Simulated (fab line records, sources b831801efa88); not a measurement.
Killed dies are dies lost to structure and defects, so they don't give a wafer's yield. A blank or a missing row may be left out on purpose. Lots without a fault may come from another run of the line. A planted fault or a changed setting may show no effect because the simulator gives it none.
Tool commonality check | flow gf180mcu | 11 lots, 33 wafers sampled

WHY IT WAS OPENED
At GF_V2_RS_MEAS_24 the reading V2_W_RS is flagged on 2 of 11 lots. Wafers without a fault read 0.330 ohm/sq, standard deviation 0.0033.
Rule: a lot is flagged when every wafer of it that has a number lies more than 4 standard deviations from that mean, or none has a number. The other lots count as sound.

lot  | measured     | on            | V2_W_RS (ohm/sq), wafer by wafer | flag
L228 | day 20 09:50 | film_metro-01 | 0.330 0.327 0.332                |
L229 | day 21 04:04 | film_metro-02 | 0.326 0.328 0.328                |
L232 | day 22 11:15 | film_metro-02 | 0.330 0.331 0.334                |
L234 | day 23 10:01 | film_metro-03 | 0.375 0.376 0.368                | FLAGGED
L236 | day 23 15:22 | film_metro-02 | 0.366 0.372 0.366                | FLAGGED
L244 | day 26 07:30 | film_metro-02 | 0.329 0.332 0.333                |
L246 | day 26 21:16 | film_metro-01 | 0.331 0.330 0.325                |
L247 | day 27 07:14 | film_metro-01 | 0.332 0.336 0.333                |
L248 | day 27 13:59 | film_metro-02 | 0.335 0.327 0.335                |
L249 | day 27 18:10 | film_metro-01 | 0.328 0.333 0.336                |
L250 | day 27 21:33 | film_metro-03 | 0.326 0.329 0.331                |
The numbers of the flagged lots are 0.370 ohm/sq on average: +0.040 ohm/sq against the usual, or +12 standard deviations.

WHICH TOOL RAN EACH LOT
The record holds 3 process steps before the reading, out of a route of 602 steps. In each cell: the tool, then ch and the chambers that the sampled wafers went through, then the start.
lot  | flag    | GF_M2_SPUTTER_04             | GF_M2_METAL_ETCH_16               | GF_V2_CVD_23
L228 |         | pvd_sputter-01, day 18 06:40 | rie_metal-01 ch 0,1, day 19 06:40 | cvd_w-02 ch 0,1, day 20 09:43
L229 |         | pvd_sputter-01, day 19 01:31 | rie_metal-04 ch 0,1, day 20 01:53 | cvd_w-02 ch 0,1, day 21 03:56
L232 |         | pvd_sputter-02, day 20 09:19 | rie_metal-02 ch 0,1, day 21 09:59 | cvd_w-02 ch 0,1, day 22 11:08
L234 | FLAGGED | pvd_sputter-02, day 21 08:36 | rie_metal-01 ch 0,1, day 22 08:44 | cvd_w-02 ch 0,1, day 23 09:54
L236 | FLAGGED | pvd_sputter-03, day 21 14:07 | rie_metal-04 ch 0,1, day 22 13:36 | cvd_w-02 ch 0,1, day 23 15:16
L244 |         | pvd_sputter-01, day 24 10:43 | rie_metal-02 ch 0,1, day 25 08:08 | cvd_w-01 ch 0,1, day 26 07:23
L246 |         | pvd_sputter-01, day 25 00:59 | rie_metal-04 ch 0,1, day 25 22:32 | cvd_w-01 ch 0, day 26 21:10
L247 |         | pvd_sputter-02, day 25 12:14 | rie_metal-02 ch 0,1, day 26 08:47 | cvd_w-02 ch 0, day 27 07:08
L248 |         | pvd_sputter-01, day 25 18:55 | rie_metal-02 ch 0,1, day 26 15:23 | cvd_w-02 ch 0,1, day 27 13:53
L249 |         | pvd_sputter-01, day 25 23:11 | rie_metal-02 ch 0,1, day 26 19:59 | cvd_w-02 ch 0,1, day 27 18:03
L250 |         | pvd_sputter-02, day 26 01:35 | rie_metal-04 ch 0,1, day 26 23:20 | cvd_w-01 ch 0,1, day 27 21:25
What these steps do:
- GF_M2_SPUTTER_04: material TiN, target thk 50 nm, time 41.7 s.
- GF_M2_METAL_ETCH_16: etches the open film in Cl2/BCl3, stops on SiO2, target depth 627.5 nm, time 104.6 s.
- GF_V2_CVD_23: deposits W, target thk 350 nm, time 104.94 s.
- GF_V2_RS_MEAS_24: measures by four-point-probe.

FLAGGED OVER TOTAL, TOOL BY TOOL (the gauges that took the reading come last)
step                | tool           | lots run | flagged | share of the flagged lots | sound lots run after its first flagged lot
GF_M2_SPUTTER_04    | pvd_sputter-01 | 6        | 0       | none                      | -
GF_M2_SPUTTER_04    | pvd_sputter-02 | 4        | 1       | some                      | 2 (L247,L250)
GF_M2_SPUTTER_04    | pvd_sputter-03 | 1        | 1       | some                      | 0
GF_M2_METAL_ETCH_16 | rie_metal-01   | 2        | 1       | some                      | 0
GF_M2_METAL_ETCH_16 | rie_metal-02   | 5        | 0       | none                      | -
GF_M2_METAL_ETCH_16 | rie_metal-04   | 4        | 1       | some                      | 2 (L246,L250)
GF_V2_CVD_23        | cvd_w-01       | 3        | 0       | none                      | -
GF_V2_CVD_23        | cvd_w-02       | 8        | 2       | all                       | 3 (L247,L248,L249)
GF_V2_RS_MEAS_24    | film_metro-01  | 4        | 0       | none                      | -
GF_V2_RS_MEAS_24    | film_metro-02  | 5        | 1       | some                      | 2 (L244,L248)
GF_V2_RS_MEAS_24    | film_metro-03  | 2        | 1       | some                      | 1 (L250)

WHAT THE TABLE ALLOWS
1 row of the table ran every flagged lot: cvd_w-02 at GF_V2_CVD_23.
- cvd_w-02 at GF_V2_CVD_23: 2 of its 8 lots flagged. Sound lots ran on it after the first flagged one (L247, L248, L249), which a lasting fault on the whole tool wouldn't allow.
No row of the table ran every flagged lot and no sound lot after the first.

WHAT THE SIMULATOR HAD PUT IN
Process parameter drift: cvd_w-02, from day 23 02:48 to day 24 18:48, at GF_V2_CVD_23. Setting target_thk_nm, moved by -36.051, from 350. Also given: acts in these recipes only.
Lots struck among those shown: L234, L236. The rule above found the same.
